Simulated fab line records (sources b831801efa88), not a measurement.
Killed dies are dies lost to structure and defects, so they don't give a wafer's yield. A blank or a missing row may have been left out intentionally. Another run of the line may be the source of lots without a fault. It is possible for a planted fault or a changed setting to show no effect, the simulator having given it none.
fab line records	flow sky130
record: lots: 12	wafers: 35	lastDay: 50
route steps=708 shown POLY_GATE@218 LDD_P@264 LDD_LDN@296
lots that met no fault: from a run of the same line without faults
startH: hours from the record's first day to the start of the lot's first wafer shown	waitH: hours from the lot's prior step to this one	" same as the row above	L1.1+2: a row that stands for several wafers	- no value present, or no start provided	* or withheld: withheld	< > ~ a bound
route shown NAME@n: names a module that has steps shown in the file, with the first one's number in the route	usual: average and standard deviation across the fault-free wafers	same: alike in all rows	chamber/n: place in a boat	sites: the reading at each site	_std_site: their standard deviation	_edge_site: mean of outer sites minus mean of inner sites	radiusMm: for every site, how far away it sits from the centre of the wafer	mask NAME#n: copy n	behind: tool/chamber where the wafer was last shaped	hold: why the lot was held/for how many hours/how that ended	device: the n, p or np transistor that did not switch	end of line: at the end of the route, the tests of the same wafers	where a step has no rows: the recipe by itself	killed: at the first sort, the dies lost to defects and structure; wafer yield is something else	map: a wafer's dies, marking killed ones x, the rest . and places with no die _
set.NAME: the setting the step ran with; set.NAME@STEP: the setting that earlier step ran with	model.NAME: the simulator's own value behind a step, which no gauge read
the route's steps for a sample of lots (tables are steps, rows are wafers)
services: when a tool's chamber went out of use (startH, in hours from the record's first day, below 0 if earlier), for how many hours, and the reason
== steps ==
step: SKY_POLY_GATE_THK_MEAS_04
recipe: reads: Si3N4_of_POLY_GATE_CVD_03
usual: POLY_GATE_CVD_03_THK: 74.8/0.63
lot.wafer	tool	chamber	startH	waitH	POLY_GATE_CVD_03_THK[nm]
L310.1	filmMetro-02	-	365.56	0.0	75.1
L310.4	"	-	"	"	75.7
L310.6	"	-	"	"	74.8
L311.2	filmMetro-03	-	374.29	0.0	74.1
L311.4	"	-	"	"	73.5
L311.5	"	-	"	"	73.4
L314.3	filmMetro-01	-	387.82	0.0	74.5
L314.5	"	-	"	"	74.4
L314.6	"	-	"	"	75.0
L315.1	filmMetro-03	-	395.74	0.0	74.9
L315.3	"	-	"	"	74.6
L315.5	"	-	"	"	74.5
L317.1	filmMetro-03	-	417.50	0.0	74.2
L317.3	"	-	"	"	74.3
L317.5	"	-	"	"	74.1
L319.1	filmMetro-03	-	428.30	0.0	74.3
L319.2	"	-	"	"	74.0
L319.3	"	-	"	"	74.0
L324.2	filmMetro-02	-	479.56	0.0	74.7
L324.4	"	-	"	"	74.8
L324.5	"	-	"	"	73.9
L325.3	filmMetro-02	-	488.52	0.0	73.5
L325.4	"	-	"	"	73.7
L325.5	"	-	"	"	73.5
L329.2	filmMetro-01	-	526.18	0.0	74.7
L329.3	"	-	"	"	75.1
L329.5	"	-	"	"	74.8
L331.1	filmMetro-02	-	531.60	0.0	75.1
L331.2	"	-	"	"	74.3
L331.4	"	-	"	"	74.6
L332.1	filmMetro-02	-	541.57	0.0	76.0
L332.2	"	-	"	"	75.6
L332.4	"	-	"	"	76.3
L333.3	filmMetro-02	-	543.17	0.0	75.4
L333.5	"	-	"	"	75.5
step: SKY_POLY_GATE_ETCH_16
recipe: stopOn: poly-Si	chemistry: CH3F/O2	target: Si3N4	sourceW: 400	biasW: 80	pressureMtorr: 25	ch3fFlowSccm: 40	O2_flow_sccm: 30	timeS: 147.5	targetDepthA: 750
usual: ch3fFlowSccm: 40.00/0.1	drypumpMotorCurrentA: 5.4/0.39	oesProductAu: 0.639/0.0053	rfFwdPowerW: 398.4/1.2	throttleValvePct: 10.536/0.009
lot.wafer	tool	chamber	startH	waitH	ch3fFlowSccm	drypumpMotorCurrentA	oesProductAu	rfFwdPowerW	rfHoursCounterH	throttleValvePct
L310.1	rieDiel-02	0	395.00	0.0	40.26	5.5	0.634	399.1	80	10.547
L310.4	"	1	"	"	39.87	5.5	0.642	399.2	8	10.540
L310.6	"	3	"	"	39.73	5.4	0.631	397.5	-	10.531
L311.2	rieDiel-02	1	403.99	0.0	39.92	5.5	0.633	398.8	9	10.543
L311.4	"	2	"	"	39.95	4.8	0.625	398.3	2	10.527
L311.5	"	2	"	"	39.87	4.8	0.632	396.9	-	10.540
L314.3	rieDiel-02	2	417.49	0.0	39.96	4.8	0.633	397.3	3	10.534
L314.5	"	2	"	"	39.87	4.8	0.640	397.5	-	10.532
L314.6	"	3	"	"	40.22	5.4	0.645	398.7	-	10.544
L315.1	rieDiel-02	1	425.72	0.0	40.03	5.5	0.644	397.5	10	10.544
L315.3	"	2	"	"	40.06	4.8	0.649	398.1	3	10.514
L315.5	"	1	"	"	40.00	5.5	0.632	398.8	-	10.538
L317.1	rieDiel-02	2	449.05	0.0	39.99	4.8	0.641	397.0	3	10.542
L317.3	"	1	"	"	39.86	5.5	0.636	398.6	10	10.540
L317.5	"	2	"	"	39.82	4.8	0.640	398.6	-	10.526
L319.1	rieDiel-02	3	460.32	0.0	39.93	5.4	0.633	400.3	8	10.539
L319.2	"	1	"	"	39.93	5.6	0.634	396.6	10	10.524
L319.3	"	0	"	"	39.89	5.5	0.642	398.6	82	10.541
L324.2	rieDiel-02	3	509.62	0.0	39.85	5.4	0.640	398.4	9	10.564
L324.4	"	1	"	"	39.90	5.5	0.645	397.7	12	10.553
L324.5	"	3	"	"	40.16	5.4	0.635	398.2	-	10.526
L325.3	rieDiel-02	1	519.22	0.0	40.13	5.5	0.633	399.2	12	10.533
L325.4	"	3	"	"	39.97	5.4	0.648	396.6	9	10.537
L325.5	"	2	"	"	40.16	4.8	0.635	398.6	-	10.542
L329.2	rieDiel-02	2	555.34	0.0	40.04	4.8	0.635	396.3	5	10.538
L329.3	"	1	"	"	40.15	5.5	0.638	401.2	12	10.534
L329.5	"	2	"	"	39.92	4.8	0.638	398.0	-	10.539
L331.1	rieDiel-03	1	561.62	0.0	40.04	6.0	0.642	397.2	7	10.538
L331.2	"	2	"	"	39.93	5.2	0.638	396.7	32	10.542
L331.4	"	1	"	"	39.96	6.0	0.635	397.9	-	10.535
L332.1	rieDiel-04	1	571.50	0.0	40.02	5.8	0.639	398.8	8	10.536
L332.2	"	0	"	"	39.94	5.9	0.642	395.8	12	10.531
L332.4	"	1	"	"	40.06	5.8	0.637	398.5	-	10.537
L333.3	rieDiel-02	2	573.05	0.0	40.04	4.8	0.638	397.4	6	10.540
L333.5	"	3	"	"	40.12	5.4	0.644	397.9	-	10.557
step: SKY_LDD_P_IMPLANT_09
recipe: species: BF2	energyKev: 25	doseCm2: 1e+13	tiltDeg: withheld
usual: doseIonsCm2: 9.997e+12/1.2e+10	faradayCurrentUA: 56.5/1.2
lot.wafer	tool	chamber	startH	waitH	doseIonsCm2	faradayCurrentUA
L310.1	implanter-02	0	458.45	0.0	1.0016e+13	55.6
L310.4	"	0	"	"	1.0006e+13	55.9
L310.6	"	0	"	"	1.001e+13	57.0
L311.2	implanter-02	0	469.51	0.0	1e+13	54.7
L311.4	"	0	"	"	9.991e+12	56.1
L311.5	"	0	"	"	9.982e+12	56.9
L314.3	implanter-01	0	483.19	0.1	9.998e+12	57.9
L314.5	"	0	"	"	9.999e+12	56.4
L314.6	"	0	"	"	9.991e+12	59.7
L315.1	implanter-02	0	491.39	0.0	1.0016e+13	56.6
L315.3	"	0	"	"	9.994e+12	55.9
L315.5	"	0	"	"	1.0006e+13	57.8
L317.1	implanter-02	0	512.92	0.0	1.0006e+13	56.7
L317.3	"	0	"	"	9.985e+12	58.0
L317.5	"	0	"	"	1e+13	55.5
L319.1	implanter-01	0	524.94	0.0	1.0001e+13	57.7
L319.2	"	0	"	"	1.0015e+13	57.9
L319.3	"	0	"	"	9.991e+12	55.9
L324.2	implanter-01	0	571.53	0.0	1.1044e+13	64.1
L324.4	"	0	"	"	1.1015e+13	61.9
L324.5	"	0	"	"	1.1046e+13	61.4
L325.3	implanter-01	0	581.37	0.1	1.1031e+13	61.5
L325.4	"	0	"	"	1.1033e+13	61.5
L325.5	"	0	"	"	1.1021e+13	61.9
L329.2	implanter-02	0	617.06	0.0	9.984e+12	56.4
L329.3	"	0	"	"	9.99e+12	56.8
L329.5	"	0	"	"	9.999e+12	58.6
L331.1	implanter-03	0	624.00	0.0	1.0011e+13	57.5
L331.2	"	0	"	"	9.987e+12	55.3
L331.4	"	0	"	"	1.0006e+13	56.0
L332.1	implanter-02	0	631.90	0.0	9.993e+12	56.2
L332.2	"	0	"	"	9.991e+12	56.7
L332.4	"	0	"	"	9.974e+12	56.8
L333.3	implanter-02	0	633.82	0.1	1.0002e+13	58.5
L333.5	"	0	"	"	1.0015e+13	58.4
step: SKY_LDD_P_TW_MEAS_11
usual: LDD_P_TW: 639/5.1
lot.wafer	tool	chamber	startH	waitH	hold	LDD_P_TW
L310.1	filmMetro-03	-	458.70	0.1	-	640
L310.4	"	-	"	"	-	640
L310.6	"	-	"	"	-	640
L311.2	filmMetro-04	-	469.75	0.1	-	644
L311.4	"	-	"	"	-	643
L311.5	"	-	"	"	-	639
L314.3	filmMetro-03	-	483.41	0.1	-	636
L314.5	"	-	"	"	-	636
L314.6	"	-	"	"	-	636
L315.1	filmMetro-04	-	491.64	0.1	-	645
L315.3	"	-	"	"	-	639
L315.5	"	-	"	"	-	642
L317.1	filmMetro-04	-	513.17	0.1	-	646
L317.3	"	-	"	"	-	641
L317.5	"	-	"	"	-	644
L319.1	filmMetro-02	-	525.19	0.1	-	647
L319.2	"	-	"	"	-	645
L319.3	"	-	"	"	-	644
L324.2	filmMetro-03	-	571.76	0.1	awaitDispo/0.2h/release	654
L324.4	"	-	"	"	awaitDispo/0.2h/release	655
L324.5	"	-	"	"	awaitDispo/0.2h/release	654
L324.2	filmMetro-03	-	571.99	0.2	-	656
L324.4	"	-	"	"	-	654
L324.5	"	-	"	"	-	654
L325.3	filmMetro-03	-	581.59	0.1	-	655
L325.4	"	-	"	"	-	649
L325.5	"	-	"	"	-	646
L329.2	filmMetro-04	-	617.30	0.1	-	642
L329.3	"	-	"	"	-	644
L329.5	"	-	"	"	-	643
L331.1	filmMetro-03	-	624.25	0.1	-	633
L331.2	"	-	"	"	-	637
L331.4	"	-	"	"	-	637
L332.1	filmMetro-03	-	632.15	0.1	-	635
L332.2	"	-	"	"	-	634
L332.4	"	-	"	"	-	633
L333.3	filmMetro-04	-	634.04	0.1	-	637
L333.5	"	-	"	"	-	640
step: SKY_LDD_LDN_OVL_MEAS_07
usual: LDD_LDN_OVL: 0.1/1.2
lot.wafer	tool	chamber	startH	waitH	LDD_LDN_OVL[nm]
L310.1	overlay-01	-	548.93	0.1	-0.3
L310.4	"	-	"	"	-0.8
L310.6	"	-	"	"	0.2
L311.2	overlay-01	-	559.94	0.1	0.3
L311.4	"	-	"	"	2.6
L311.5	"	-	"	"	-0.3
L314.3	overlay-01	-	574.22	0.1	0.6
L314.5	"	-	"	"	1.7
L314.6	"	-	"	"	0.7
L315.1	overlay-01	-	579.91	0.1	-1.5
L315.3	"	-	"	"	-0.7
L315.5	"	-	"	"	-0.5
L317.1	overlay-02	-	601.48	0.1	1.5
L317.3	"	-	"	"	-0.3
L317.5	"	-	"	"	2.2
L319.1	overlay-01	-	613.53	0.1	-1.3
L319.2	"	-	"	"	1.1
L319.3	"	-	"	"	0.7
L324.2	overlay-02	-	658.87	0.1	1.2
L324.4	"	-	"	"	1.0
L324.5	"	-	"	"	1.5
L325.3	overlay-02	-	666.87	0.1	-1.6
L325.4	"	-	"	"	-0.8
L325.5	"	-	"	"	0.0
L329.2	overlay-01	-	700.52	0.1	-0.1
L329.3	"	-	"	"	0.1
L329.5	"	-	"	"	-0.5
L331.1	overlay-01	-	708.36	0.1	-0.5
L331.2	"	-	"	"	-0.1
L331.4	"	-	"	"	0.8
L332.1	overlay-01	-	715.03	0.1	-0.2
L332.2	"	-	"	"	0.6
L332.4	"	-	"	"	0.9
L333.3	overlay-02	-	716.59	0.1	1.3
L333.5	"	-	"	"	2.3
== services ==
tool	chamber	startH	hours	kind
rieDiel-03	-	375.77	0.4	repair
rieDiel-02	0	384.13	5.2	repair
rieDiel-03	-	391.28	28.3	repair
rieDiel-04	-	402.66	28.1	pm
implanter-01	-	424.33	20.6	repair
rieDiel-03	0	451.80	43.1	repair
rieDiel-04	2	452.65	11.3	repair
rieDiel-04	0	461.52	44.4	repair
rieDiel-03	3	468.56	3.5	repair
rieDiel-02	-	477.44	0.2	repair
rieDiel-03	2	480.14	6.3	repair
rieDiel-02	2	482.12	15.3	repair
implanter-03	-	487.70	1.9	repair
rieDiel-03	3	495.39	2.4	repair
implanter-01	-	505.75	8.0	repair
rieDiel-02	-	512.40	2.8	pm
implanter-03	-	531.29	3.1	pm
implanter-03	-	541.70	2.8	pm
implanter-01	-	553.91	4.3	pm
implanter-02	-	557.03	3.9	pm
rieDiel-04	3	569.90	13.8	repair
implanter-02	-	584.37	3.1	repair
implanter-01	-	590.48	4.3	pm
implanter-02	-	609.75	1.1	repair
== key ==
firstSign: step: SKY_LDD_P_IMPLANT_09	reading: doseIonsCm2	direction: up	sigmas: 88	usual: *	struck: *
effect: step: SKY_LDD_P_IMPLANT_09	reading: faradayCurrentUA	direction: up	sigmas: 4.8	usual: 56.5	struck: 62.1
effect: step: SKY_LDD_P_TW_MEAS_11	reading: visit	direction: added
metAt SKY_LDD_P_IMPLANT_09
struckLots L324,L325
testerLeftOut L324,L325
notActingAt SKY_POLY_GATE_THK_MEAS_04,SKY_POLY_GATE_ETCH_16,SKY_LDD_LDN_OVL_MEAS_07
onsetBetween 524.94 571.53
fault: kind: processParameterDrift	tool: implanter-01	chamber: -	onsetH: 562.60	steps: SKY_LDD_P_IMPLANT_09	channel: doseCm2	offset: *	shape: step	endH: 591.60	actsIn: *	stated: *
testerLeftOut: of these lots the tester's yield and bins aren't shown, on N5 and GAA mostly nor the transistor test; their killed dies are dies lost to structure and defects alone, not to doping, threshold or leakage, so they don't give the yield
